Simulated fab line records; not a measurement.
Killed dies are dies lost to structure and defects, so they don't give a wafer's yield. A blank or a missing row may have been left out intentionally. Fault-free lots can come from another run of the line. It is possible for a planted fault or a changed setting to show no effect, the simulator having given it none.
Chamber matching    flow gf180mcu    GF_V2_CMP_04 on cmp-01: 4 sister chambers
The step polishes SiO2. 8 wafers are shown with their chamber, then 11 later ones without.

## EACH WAFER AND ITS CHAMBER
wafer   chamber  motor_current_A (A)  time_to_endpoint_s (s)
L328.2  3        14.1                 80
L329.2  3        13.5                 81
L329.4  2        11.2                 69
L329.5  1        12.5                 84
L330.1  2        11.7                 77
L330.3  1        11.4                 88
L330.4  0        12.7                 85
L332.1  0        12.6                 82

## WAFERS WITHOUT THEIR CHAMBER
wafer   motor_current_A (A)  time_to_endpoint_s (s)
L332.3  13.0                 73
L332.4  11.3                 74
L333.1  11.7                 83
L333.2  13.6                 72
L333.6  11.3                 68
L335.1  12.8                 77
L335.3  11.6                 84
L335.5  10.7                 83
L336.1  11.8                 81
L336.3  13.4                 87
L336.6  13.9                 87

## WHICH CHAMBER EACH WENT THROUGH
wafer   from the rows above                in truth
L332.3  can't be placed: 3 or 0 or 2 or 1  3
L332.4  2                                  2
L333.1  can't be placed: 1 or 0 or 2       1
L333.2  can't be placed: 3 or 0 or 2       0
L333.6  2                                  2
L335.1  can't be placed: 0 or 3 or 2 or 1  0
L335.3  can't be placed: 1 or 0            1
L335.5  can't be placed: 1 or 2 or 0       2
L336.1  can't be placed: 1 or 0 or 2       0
L336.3  can't be placed: 0 or 3 or 1       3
L336.6  can't be placed: 3 or 0            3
Correctly placed: 2 of 11. Not placeable from these rows: 9 (in 9, the candidates include the true chamber). Number placed wrongly: 0.
How it was worked out, from the rows above alone: a wafer's distance from a chamber is the root of the sum, over the readings, of the square of ((its reading less the chamber's mean) divided by the reading's scatter). The wafer belongs to the nearest chamber; if the next one is less than 2 further off, it can't be placed. Each chamber's mean is taken over the wafers shown for it. The scatter: take each reading less its chamber's mean, square it, sum over the shown wafers, divide by the number of wafers less the number of chambers, and take the root.
